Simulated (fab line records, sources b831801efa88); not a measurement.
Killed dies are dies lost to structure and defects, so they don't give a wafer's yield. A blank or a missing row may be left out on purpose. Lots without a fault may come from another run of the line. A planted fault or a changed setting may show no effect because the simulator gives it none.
A struck lot beside a sound one | flow sky130 | 30 steps out of a route of 708
Sound: wafers L813.1, L813.2, L813.5. Struck: wafers L821.1, L821.3, L821.4. The cause comes at the end.
At each step with rows: each side's tool, then ch and its chambers, then its first start. Under that, the readings that differ: sound wafers | struck wafers | difference of the means | sigmas: that difference in standard deviations of wafers without a fault.
alike: readings whose means differ by less than 2 such deviations, and words and numbers that are the same on both sides. not compared: withheld readings, readings that some wafer has no value for, bounds like >300 that may hide the same value, and numbers for which the record gives no deviation and whose values overlap.
The two part at a step that has a row with sigmas, a row that says differs or no value, or rows on one side only. Numbers that don't overlap but have no deviation are shown without sigmas and don't part them. A reading that every wafer of one side lacks parts them only if that side has two wafers or more.

first, 5 steps without rows for these wafers: SKY_SONOS_ONO_COAT_08 (resist thk 1140 nm); SKY_SONOS_ONO_SOFTBAKE_09 (time 60 s); SKY_SONOS_ONO_EXPOSE_10 (exposes mask ONOM, target cd 410 nm); SKY_SONOS_ONO_PEB_11; SKY_SONOS_ONO_DEVELOP_12 (develop time 60 s).
SKY_SONOS_ONO_CD_MEAS_13: target cd 410 nm.
  sound on cd_sem-01, day 13 09:20; struck on cd_sem-01, day 15 04:55
  alike: cd_nm
SKY_SONOS_ONO_OVL_MEAS_14:
  sound on overlay-01, day 13 09:28; struck on overlay-02, day 15 05:02
  alike: SONOS_ONO_OVL
SKY_SONOS_ONO_ETCH_15: etches the open film in CHF3/O2, target depth 19.52 nm, time 7.8 s.
  sound on rie_diel-02 ch 1,3, day 13 09:30; struck on rie_diel-02 ch 1,2,3, day 15 05:04
  alike: drypump_motor_current_A, oes_product_au, throttle_valve_pct
  not compared: rf_hours_counter_h
then, 1 step without rows for these wafers: SKY_SONOS_ONO_WET_ETCH_16 (etches SiO2 in dHF, target depth 14 nm, time 280 s).
SKY_SONOS_ONO_STRIP_17: strips in O2/N2.
  sound on plasma_asher-03 ch 0,1, day 13 09:37; struck on plasma_asher-02 ch 0,1, day 15 05:10
  alike: drypump_motor_current_A, o2_flow_sccm, oes_product_au, strip_time_to_endpoint_s
  not compared: rf_hours_counter_h
then, 2 steps without rows for these wafers: SKY_SONOS_ONO_WET_ETCH_18 (etches Si3N4 in H3PO4, target depth 15 nm, time 172 s); SKY_GATE_OXIDE_CLEAN_00 (cleans in SC1/SC2, time 150 s).
SKY_GATE_OXIDE_OXIDATION_01: stabilise 600 s, purge 300 s, target thk 10.268 nm.
  sound on furnace-01 ch 0, day 13 10:05; struck on furnace-02 ch 0, day 15 07:43
  alike: zone_power_centre_pct
SKY_GATE_OXIDE_THK_MEAS_02:
  sound on film_metro-01, day 13 11:29; struck on film_metro-03, day 15 09:24
  reading                          | sound          | struck            | difference | sigmas
  GATE_OXIDE_OXIDATION_00_THK (nm) | 9.88 9.97 9.91 | 16.05 16.29 16.09 | +6.22      | +26
then, 7 steps without rows for these wafers: SKY_GATE_OXIDE_DEHYDRATE_03 (time 60 s); SKY_GATE_OXIDE_HMDS_04 (prime time 60 s); SKY_GATE_OXIDE_COAT_05 (resist thk 1149 nm); SKY_GATE_OXIDE_SOFTBAKE_06 (time 60 s); SKY_GATE_OXIDE_EXPOSE_07 (exposes mask LVOM, target cd 600 nm); SKY_GATE_OXIDE_PEB_08; SKY_GATE_OXIDE_DEVELOP_09 (develop time 60 s).
SKY_GATE_OXIDE_OVL_MEAS_10:
  sound on overlay-01, day 14 11:22; struck on overlay-01, day 16 10:44
  reading             | sound       | struck         | difference | sigmas
  GATE_OXIDE_OVL (nm) | 2.0 0.1 1.2 | -1.0 -2.3 -1.6 | -2.7       | -2
then, 2 steps without rows for these wafers: SKY_GATE_OXIDE_IMPLANT_11; SKY_GATE_OXIDE_WET_ETCH_12 (etches SiO2 in dHF, target depth 16.8 nm, time 336 s).
SKY_GATE_OXIDE_STRIP_13: strips in O2/N2.
  sound on plasma_asher-04 ch 0,1, day 14 11:40; struck on plasma_asher-01 ch 0,1, day 16 11:02
  alike: drypump_motor_current_A, o2_flow_sccm, oes_product_au, strip_time_to_endpoint_s
  not compared: rf_hours_counter_h
SKY_GATE_OXIDE_TW_MEAS_14:
  sound on film_metro-03, day 14 11:46; struck on film_metro-03, day 16 11:22
  alike: GATE_OXIDE_TW
SKY_GATE_OXIDE_CLEAN_15: cleans in SC1/SC2, time 150 s.
  sound on wet_bench-01 ch 3, day 14 11:49; struck on wet_bench-02 ch 3, day 16 14:01
  reading                                           | sound             | struck            | difference | sigmas
  model.SiO2_of_GATE_OXIDE_OXIDATION_01.thk_nm (nm) | 9.501 9.571 9.568 | 15.73 15.96 15.81 | +6.29      |
  alike: temp_c
SKY_GATE_OXIDE_OXIDATION_16: stabilise 600 s, purge 300 s, target thk 3.57 nm.
  sound on furnace-01 ch 0, day 14 12:56; struck on furnace-01 ch 0, day 16 14:42
  reading                                           | sound            | struck            | difference | sigmas
  model.SiO2_of_GATE_OXIDE_OXIDATION_01.thk_nm (nm) | 11.23 11.3 11.28 | 17.03 17.26 17.13 | +5.87      |
  alike: zone_power_centre_pct
then, 1 step without rows for these wafers: SKY_POLY_GATE_CVD_00 (deposits poly-Si, target thk 180 nm, time 720 s).
-- the record jumps here: 31 days lie between the struck wafers' starts before and after (it left off in module POLY_GATE and takes up again in module PAD_OPEN, whose first step shown is number 708 of the route) --
SKY_PAD_OPEN_PROBE_99:
  sound on prober-01, day 46 10:55; struck on prober-01, day 47 18:35
  reading                                | sound                         | struck                        | difference | sigmas
  model.etest.nfet_16v.r_on_ohm_um       | 1.379e+04 1.382e+04 1.392e+04 | 1.719e+04 1.756e+04 1.737e+04 | +3.530e+03 |
  model.etest.tip_sonos.rs_ohm_sq        | 2595 2647 2626                | 4703 4897 4783                | +2172      |
  model.etest.pfet_16v.r_on_ohm_um       | 1.527e+04 1.479e+04 1.543e+04 | 1.677e+04 1.747e+04 1.696e+04 | +1.903e+03 |
  model.etest.pfet_g5v0d10v5.r_on_ohm_um | 4586 4665 4725                | 6185 6224 6138                | +1524      |
  model.etest.nfet_g5v0d10v5.r_on_ohm_um | 1863 1862 1914                | 2416 2440 2432                | +550       |
  model.etest.tip_p.rs_ohm_sq            | 6863 6893 6884                | 7004 7072 6955                | +130       |
  model.etest.nfet_g5v0d10v5.drive_ua_um | 619.5 612 611.4               | 406.6 400.4 400.1             | -211.9     |
  model.etest.pfet_01v8.r_on_ohm_um      | 2794 2820 2941                | 3013 3021 3060                | +180       |
  alike: killed_at_M0_to_M3, killed_at_M4_up, killed_at_contacts, killed_at_front_end, killed_at_other, killed_dies, killed_open, killed_short

WHERE THEY PART
First at SKY_GATE_OXIDE_THK_MEAS_02; last, within this record, at SKY_GATE_OXIDE_OVL_MEAS_10. Later steps at which nothing parts them and some readings are alike: SKY_GATE_OXIDE_STRIP_13, SKY_GATE_OXIDE_TW_MEAS_14, SKY_GATE_OXIDE_CLEAN_15, SKY_GATE_OXIDE_OXIDATION_16, SKY_PAD_OPEN_PROBE_99.

WHY: what the simulator had put in
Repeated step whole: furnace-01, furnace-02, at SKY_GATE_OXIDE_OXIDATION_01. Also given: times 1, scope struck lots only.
